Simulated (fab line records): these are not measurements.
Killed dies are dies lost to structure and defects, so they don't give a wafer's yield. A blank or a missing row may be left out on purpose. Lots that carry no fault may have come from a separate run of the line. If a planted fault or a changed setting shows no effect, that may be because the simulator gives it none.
Which tool did it? / flow sfq_line / 13 lots with 39 wafers sampled at 2 steps, on a route of 325 steps

## WHAT EACH GAUGE READ, for each wafer
SFQ_M1_RS_MEAS_909: the measuring method here is four-point-probe.
lot=L474; measured=day 14 22:36; on=film_metro-04; M1_NB_RS (ohm/sq)=0.882 0.890 0.890
lot=L475; measured=day 15 03:50; on=film_metro-01; M1_NB_RS (ohm/sq)=0.891 0.891 0.887
lot=L476; measured=day 15 19:27; on=film_metro-03; M1_NB_RS (ohm/sq)=0.886 0.881 0.877
lot=L477; measured=day 15 23:03; on=film_metro-01; M1_NB_RS (ohm/sq)=0.906 0.899 0.904
lot=L478; measured=day 16 05:13; on=film_metro-04; M1_NB_RS (ohm/sq)=0.878 0.878 0.874
lot=L483; measured=day 19 09:40; on=film_metro-03; M1_NB_RS (ohm/sq)=0.880 0.876 0.880
lot=L487; measured=day 20 17:31; on=film_metro-01; M1_NB_RS (ohm/sq)=1.509 1.525 0.901 1.510 1.523 0.903
lot=L491; measured=day 23 08:38; on=film_metro-04; M1_NB_RS (ohm/sq)=0.888 0.885 0.889
lot=L492; measured=day 23 20:35; on=film_metro-04; M1_NB_RS (ohm/sq)=0.874 0.875 0.884
lot=L493; measured=day 24 17:02; on=film_metro-01; M1_NB_RS (ohm/sq)=0.892 0.890 0.892
lot=L495; measured=day 25 16:26; on=film_metro-04; M1_NB_RS (ohm/sq)=0.880 0.881 0.880
lot=L496; measured=day 26 04:34; on=film_metro-01; M1_NB_RS (ohm/sq)=0.889 0.901 0.895
lot=L497; measured=day 26 20:29; on=film_metro-03; M1_NB_RS (ohm/sq)=0.887 0.889 0.893

## WHAT TOOL EACH LOT RAN ON (gives the tool, then ch and the chambers of the sampled wafers, and finally the start)
lot=L474; SFQ_TRILAYER_M1_DEP_SPUTTER_037=pvd_sputter-06, day 14 22:29
lot=L475; SFQ_TRILAYER_M1_DEP_SPUTTER_037=pvd_sputter-04, day 15 03:45
lot=L476; SFQ_TRILAYER_M1_DEP_SPUTTER_037=pvd_sputter-04, day 15 19:20
lot=L477; SFQ_TRILAYER_M1_DEP_SPUTTER_037=pvd_sputter-04, day 15 22:56
lot=L478; SFQ_TRILAYER_M1_DEP_SPUTTER_037=pvd_sputter-03, day 16 05:04
lot=L483; SFQ_TRILAYER_M1_DEP_SPUTTER_037=pvd_sputter-03, day 19 09:34
lot=L487; SFQ_TRILAYER_M1_DEP_SPUTTER_037=pvd_sputter-03, day 20 17:25
lot=L491; SFQ_TRILAYER_M1_DEP_SPUTTER_037=pvd_sputter-03, day 23 08:29
lot=L492; SFQ_TRILAYER_M1_DEP_SPUTTER_037=pvd_sputter-04, day 23 20:29
lot=L493; SFQ_TRILAYER_M1_DEP_SPUTTER_037=pvd_sputter-06, day 24 16:53
lot=L495; SFQ_TRILAYER_M1_DEP_SPUTTER_037=pvd_sputter-03, day 25 16:21
lot=L496; SFQ_TRILAYER_M1_DEP_SPUTTER_037=pvd_sputter-03, day 26 04:28
lot=L497; SFQ_TRILAYER_M1_DEP_SPUTTER_037=pvd_sputter-03, day 26 20:24
- SFQ_TRILAYER_M1_DEP_SPUTTER_037: material Nb, target thk 200 nm, time 133.3 s.

## AS READ BY THE TOOLS THEMSELVES (means over the sampled wafers that have a number; for cases with no such wafer, the mark the record gives instead)
SFQ_TRILAYER_M1_DEP_SPUTTER_037.
lot=L474; tool=pvd_sputter-06; cathode_dc_power_W (W)=1999.9; substrate_temp_c (C)=20.08; throttle_valve_pct (%)=29.2
lot=L475; tool=pvd_sputter-04; cathode_dc_power_W (W)=2000.0; substrate_temp_c (C)=19.97; throttle_valve_pct (%)=30.0
lot=L476; tool=pvd_sputter-04; cathode_dc_power_W (W)=1999.8; substrate_temp_c (C)=20.06; throttle_valve_pct (%)=30.7
lot=L477; tool=pvd_sputter-04; cathode_dc_power_W (W)=1999.8; substrate_temp_c (C)=19.99; throttle_valve_pct (%)=29.4
lot=L478; tool=pvd_sputter-03; cathode_dc_power_W (W)=1999.9; substrate_temp_c (C)=19.97; throttle_valve_pct (%)=29.3
lot=L483; tool=pvd_sputter-03; cathode_dc_power_W (W)=1999.7; substrate_temp_c (C)=19.96; throttle_valve_pct (%)=29.4
lot=L487; tool=pvd_sputter-03; cathode_dc_power_W (W)=1999.9; substrate_temp_c (C)=20.06; throttle_valve_pct (%)=29.3
lot=L491; tool=pvd_sputter-03; cathode_dc_power_W (W)=2000.1; substrate_temp_c (C)=20.13; throttle_valve_pct (%)=28.8
lot=L492; tool=pvd_sputter-04; cathode_dc_power_W (W)=2000.0; substrate_temp_c (C)=20.01; throttle_valve_pct (%)=30.0
lot=L493; tool=pvd_sputter-06; cathode_dc_power_W (W)=2000.0; substrate_temp_c (C)=19.84; throttle_valve_pct (%)=29.9
lot=L495; tool=pvd_sputter-03; cathode_dc_power_W (W)=2000.2; substrate_temp_c (C)=19.95; throttle_valve_pct (%)=29.3
lot=L496; tool=pvd_sputter-03; cathode_dc_power_W (W)=1999.9; substrate_temp_c (C)=20.05; throttle_valve_pct (%)=29.7
lot=L497; tool=pvd_sputter-03; cathode_dc_power_W (W)=1999.7; substrate_temp_c (C)=20.04; throttle_valve_pct (%)=29.6

## THE ANSWER, worked out from the rows above alone
Rule: the lots themselves supply what counts as usual. Put in order of their means at a reading, lots are off if they are a third of the lots or fewer, leave a main group of 4 or more, and stand apart from it by a gap of 3 or more times the standard deviation of the main group's means; of several such gaps the widest counts. A main group whose means are all the same, to the digits that the tables above print for the reading, isn't used. A lot without any number at a reading at which 4 lots or more have one is off too. All remaining lots with rows at the step are treated as sound. Order of review: gauges by route order, followed by the tools' own readings, for which a lot's mean as printed above is used. The first step at which some lot is off is used, and at that step the reading that is off furthest; a lot without a number counts as furthest.
Off: L487, at SFQ_M1_RS_MEAS_909 (M1_NB_RS). The main group: mean 0.887 ohm/sq, standard deviation 0.0076.
A tool fits if, at a process step before that reading, it ran every lot that is off, and no sound lot after the first of them. Those tools and the gauges at SFQ_M1_RS_MEAS_909 are tried in the same way. No candidate that was tried fits.

## WHAT HAD BEEN PUT IN BY THE SIMULATOR
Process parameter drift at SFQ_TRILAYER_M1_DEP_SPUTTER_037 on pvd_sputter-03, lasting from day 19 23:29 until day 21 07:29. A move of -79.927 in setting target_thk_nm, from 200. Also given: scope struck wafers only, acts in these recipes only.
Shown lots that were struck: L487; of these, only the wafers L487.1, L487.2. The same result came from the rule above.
